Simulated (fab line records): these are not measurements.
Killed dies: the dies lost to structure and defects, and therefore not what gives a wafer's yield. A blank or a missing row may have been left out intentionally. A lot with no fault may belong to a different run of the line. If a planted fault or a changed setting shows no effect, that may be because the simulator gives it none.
Code-filled problem report in 8D (eight disciplines) form + flow sky130 + the parts of the form that need people (team, actions taken, sign-off) are left out

1. THE ISSUE
Wafers without a fault read 797.4 W, standard deviation 2.8; rfFwdPowerW at SKY_PASSIVATION_ETCH_11 reads a mean of 665.4 W on 3 wafers belonging to 2 lots. Relative to the usual mean, that is a shift of -47 standard deviations.
The step: etches the open film in CF4/O2, stops on AlCu, target depth 725 nm, time 161.1 s.
First seen on wafer L644.1, day 48 18:23, on rieDiel-04. The record has a number at this step for 42 wafers belonging to 14 lots. The rule behind "out" and "out of limits": a value lying over 4 standard deviations away from the usual mean. The rest of the wafers with a number are treated as sound.

2. WHAT THIS IS AND IS NOT
| question                    | is                        | is not                                                                          |
|-----------------------------|---------------------------|---------------------------------------------------------------------------------|
| which readings at this step | rfFwdPowerW, oesProductAu | O2_flow_sccm, drypumpMotorCurrentA                                              |
| which lots                  | L644, L646                | L629, L630, L631, L632, L633, L634, L635, L636, L637, L638, L650, L651          |
| which wafers of those lots  | L644.1, L646.3, L646.6    | L644.2, L644.4, L646.2                                                          |
| read on which tools         | rieDiel-04                | rieDiel-02, rieDiel-03                                                          |
| when                        | from day 48 18:23         | up to then (32 sound wafers); but 7 sound wafers of L646, L650, L651 came after |

3. SUSPECTS, AND WHAT RULES EACH OUT
Counting: if a tool at a process step up to the reading ran every lot that is out, it stays a suspect. Sound lots after the first of them don't rule it out here, since some wafers of a struck lot are sound.
- rieMetal-02 at SKY_METAL4_METAL_ETCH_18 (etches the open film in Cl2/BCl3, stops on SiO2, target depth 845 nm, time 183.1 s): kept. It ran every lot that is out, first L644 (day 46 03:58); its last sound lot up to then is L638 (day 44 20:16).
- rieDiel-04 at SKY_PASSIVATION_ETCH_11 (etches the open film in CF4/O2, stops on AlCu, target depth 725 nm, time 161.1 s): kept. It ran every lot that is out, first L644 (day 48 18:23); its last sound lot up to then is L638 (day 47 13:13). On those wafers its own readings are out: oesProductAu, rfFwdPowerW.
- Within rieDiel-04 at SKY_PASSIVATION_ETCH_11: the wafers that are out ran in chamber 2; their sound lot-mates ran in chambers 0, 1, 3.
Left after counting: rieMetal-02 at SKY_METAL4_METAL_ETCH_18, rieDiel-04 at SKY_PASSIVATION_ETCH_11.

4. THE CAUSE (what the simulator had put in)
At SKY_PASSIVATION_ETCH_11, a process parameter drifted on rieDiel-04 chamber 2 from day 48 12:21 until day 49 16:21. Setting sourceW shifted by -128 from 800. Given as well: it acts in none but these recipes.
After counting, 2 suspects remain, this tool included.

5. SEQUENCE OF EFFECTS, ordered by route
Each row: a reading whose mean over the struck wafers that have a number lies more than 3 standard deviations from the usual. Only readings whose record carries a usual standard deviation are examined. hours: median over the lots of the time between each lot's start at the first step of this table that gives one and its start at this step. sigmas: the change, counted in usual standard deviations.
| hours | step                     | reading              | usual      | on struck wafers | change | sigmas |
|-------|--------------------------|----------------------|------------|------------------|--------|--------|
| 0     | SKY_PASSIVATION_ETCH_11  | oesProductAu         | 0.977 a.u. | 0.915            | -0.062 | -9.5   |
| 0     | SKY_PASSIVATION_ETCH_11  | rfFwdPowerW          | 797.4 W    | 665.4            | -132.0 | -47    |
| 0     | SKY_PASSIVATION_STRIP_12 | stripTimeToEndpointS | 31.53 s    | 32.30            | +0.77  | +6.4   |
It contains these process steps:
- SKY_PASSIVATION_ETCH_11: etches the open film in CF4/O2, stops on AlCu, target depth 725 nm, time 161.1 s.
- SKY_PASSIVATION_STRIP_12: strips in O2/N2.

6. HOW IT WOULD HAVE BEEN CAUGHT EARLIER
In this record the first reading out of limits was taken at day 48 18:23, 6 hours after the fault began at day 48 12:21.
